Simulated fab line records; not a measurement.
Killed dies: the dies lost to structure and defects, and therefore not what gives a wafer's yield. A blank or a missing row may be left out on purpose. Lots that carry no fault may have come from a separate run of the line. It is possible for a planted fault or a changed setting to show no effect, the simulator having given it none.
Chamber matching | flow sky130 | SKY_CAP2M_CVD_00 on pecvd-03 has 3 sister chambers
The step deposits SiO2, target thk 15.5 nm. 3 wafers are shown with their chamber, then 6 later ones without.

WAFERS PAIRED WITH THEIR CHAMBERS
wafer  | chamber | heaterPowerW (W)
L463.3 | 2       | 638
L463.4 | 1       | 861
L465.4 | 0       | 640

WAFERS MISSING THEIR CHAMBER
wafer  | heaterPowerW (W)
L465.5 | 613
L468.3 | 709
L468.4 | 702
L470.1 | 850
L470.3 | 670
L470.4 | 842

CHAMBER TAKEN BY EACH
wafer  | from the rows above          | in truth
L465.5 | can't be placed: 2 or 0      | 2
L468.3 | can't be placed: 0 or 2 or 1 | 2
L468.4 | can't be placed: 0 or 2      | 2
L470.1 | 1                            | 1
L470.3 | can't be placed: 0 or 2      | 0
L470.4 | 1                            | 1
2 of 6 placed correctly. Unplaceable from these rows: 4, with the true chamber sitting among the candidates in 4. Number placed wrongly: 0.
How it was worked out, from the rows above alone: a wafer's distance from a chamber is the root of the sum, over the readings, of the square of ((its reading less the chamber's mean) divided by the reading's scatter). The wafer belongs to the nearest chamber; if the next one is less than 2 further off, it can't be placed. The mean given for a chamber averages the wafers shown for that chamber. The scatter: with one shown wafer a chamber, the root of the mean of the squares of how far each hidden wafer lies from its nearest shown one.
